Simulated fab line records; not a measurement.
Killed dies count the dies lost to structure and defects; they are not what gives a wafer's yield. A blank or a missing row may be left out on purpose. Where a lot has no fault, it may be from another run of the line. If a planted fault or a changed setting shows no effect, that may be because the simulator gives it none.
Struck lot and sound lot, side by side / flow sky130 / 31 out of 708 route steps
Sound: wafers L643.3, L643.4, L643.6. Struck: wafer L634.3 (left out: L634.1, L634.2 of the same lot, which were not struck); the cause appears at the end.
For every step that has rows: the tool of each side, followed by ch and its chambers, followed by its first start. Under that, the readings that differ: sound wafers / struck wafers / difference of the means / sigmas: that difference in standard deviations of wafers without a fault.
alike: readings whose means differ by less than 2 such deviations, and words and numbers that are the same on both sides. not compared: withheld readings, readings that some wafer has no value for, bounds like >300 that may hide the same value, and numbers for which the record gives no deviation and whose values overlap.
Wherever a step has rows on one side only, a row that says differs or no value, or a row with sigmas, the two part there. Numbers that don't overlap but have no deviation are shown without sigmas and don't part them. A reading that every wafer of one side lacks parts them only if that side has two wafers or more.

first, 2 steps without rows for these wafers: SKY_VIA4_PEB_09; SKY_VIA4_DEVELOP_10 (develop time 60 s).
SKY_VIA4_OVL_MEAS_11:
  sound on overlay-02, day 47 11:34; struck on overlay-02, day 45 11:47
  alike: VIA4_OVL
SKY_VIA4_ETCH_12: etches SiO2 in C4F8/O2/Ar, stops on TiN, target depth 580 nm.
  sound on rie-diel-02 ch 0,2,3, day 47 11:35; struck on rie-diel-02 ch 2, day 45 11:50
  alike: oes-product-au
then, 6 steps without rows for these wafers: SKY_VIA4_STRIP_13 (strips in O2/N2); SKY_VIA4_STRIP_14 (strips in post etch residue remover, time 1200 s); SKY_VIA4_CLEAN_15 (cleans in IPA, time 180 s); SKY_VIA4_CLEAN_16 (cleans in O3/DIW); SKY_VIA4_SPUTTER_17 (material TiN, target thk 20 nm, time 80 s); SKY_VIA4_CVD_18 (deposits W, target thk 505 nm, time 152.14 s).
SKY_VIA4_RS_MEAS_19: uses a four-point probe to measure.
  sound on film-metro-04, day 47 13:00; struck on film-metro-02, day 45 12:49
  alike: VIA4_W_RS
SKY_VIA4_THK_MEAS_20: measures by xrf.
  sound on film-metro-04, day 47 13:06; struck on film-metro-02, day 45 12:56
  alike: VIA4_W_THK
SKY_VIA4_CMP_21: polishes, stops on SiO2, t overpolish 25 s, target thk 0 nm.
  sound on cmp-01 ch 0,3, day 47 13:10; struck on cmp-02 ch 1, day 45 12:59
reading=time-to-endpoint-s (s); sound=122 121 124; struck=65; difference=-57; sigmas=-14
reading=model.SiO2_of_VIA4_HDPCVD_00.thk-nm (nm); sound=575.3 575.3 575.1; struck=570.6; difference=-4.6; sigmas=
  alike: motor-current-A, overpolish-run-s
then, 1 step without rows for these wafers: SKY_METAL5_SPUTTER_00 (material Ti, target thk 15 nm, time 10 s).
SKY_METAL5_SPUTTER_01: material TiN, target thk 20 nm, time 16.7 s.
  sound on pvd-sputter-04, day 47 13:29; struck on pvd-sputter-04, day 45 13:19
  alike: chamber-pressure-pa, throttle-valve-pct
SKY_METAL5_SPUTTER_02: material AlCu, target thk 1150 nm, time 61.2 s.
  sound on pvd-sputter-04, day 47 13:31; struck on pvd-sputter-04, day 45 13:20
  alike: chamber-pressure-pa, throttle-valve-pct
then, 2 steps without rows for these wafers: SKY_METAL5_SPUTTER_03 (material Ti, target thk 5 nm, time 3.3 s); SKY_METAL5_SPUTTER_04 (material TiN, target thk 70 nm, time 58.3 s).
SKY_METAL5_RS_MEAS_05: uses a four-point probe to measure.
  sound on film-metro-01, day 47 13:40; struck on film-metro-03, day 45 13:27
  alike: METAL5_ALCU_RS
SKY_METAL5_THK_MEAS_06: measures by xrf.
  sound on film-metro-01, day 47 13:46; struck on film-metro-03, day 45 13:34
  alike: METAL5_ALCU_THK
then, 7 steps without rows for these wafers: SKY_METAL5_DEHYDRATE_07 (time 60 s); SKY_METAL5_HMDS_08 (prime time 60 s); SKY_METAL5_COAT_09 (resist thk 1800 nm); SKY_METAL5_SOFTBAKE_10 (time 60 s); SKY_METAL5_EXPOSE_11 (exposes mask MM5, target cd 1600 nm); SKY_METAL5_PEB_12; SKY_METAL5_DEVELOP_13 (develop time 60 s).
SKY_METAL5_DESCUM_14: chemistry O2, time 11 s.
  sound on rie-metal-04 ch 0,1, day 48 09:07; struck on rie-metal-01 ch 0, day 46 10:28
reading=drypump-motor-current-A (A); sound=5.3 5.7 5.4; struck=6.3; difference=+0.8; sigmas=+2
  alike: oes-product-au
  not compared: rf-hours-counter-h
SKY_METAL5_METAL_ETCH_15: etches the open film in Cl2/BCl3, stops on SiO2, target depth 1260 nm, time 252 s.
  sound on rie-metal-04 ch 0,1, day 48 09:14; struck on rie-metal-01 ch 0, day 46 10:31
reading=drypump-motor-current-A (A); sound=5.4 5.7 5.4; struck=6.3; difference=+0.8; sigmas=+2
reading=model.SiO2_of_VIA4_HDPCVD_00.thk-nm (nm); sound=550.4 550.3 550.2; struck=545.2; difference=-5.1; sigmas=
  alike: mfc-cl2-sccm, oes-product-au, throttle-valve-pct
  not compared: rf-hours-counter-h
SKY_METAL5_STRIP_16: strips in O2/N2.
  sound on plasma-asher-04 ch 0,1, day 48 09:29; struck on plasma-asher-03 ch 0, day 46 10:44
  alike: drypump-motor-current-A, oes-product-au, strip-time-to-endpoint-s
  not compared: rf-hours-counter-h
then, 1 step without rows for these wafers: SKY_PAD_OPEN_PROBE_99.

== WHERE THEY PART ==
First at SKY_VIA4_CMP_21; last, within this record, at SKY_METAL5_METAL_ETCH_15. Later steps at which nothing parts them and some readings are alike: SKY_METAL5_STRIP_16.

WHY: the cause the simulator had injected
cmp-02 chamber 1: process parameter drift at SKY_VIA4_CMP_21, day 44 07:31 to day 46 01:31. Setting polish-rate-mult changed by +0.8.
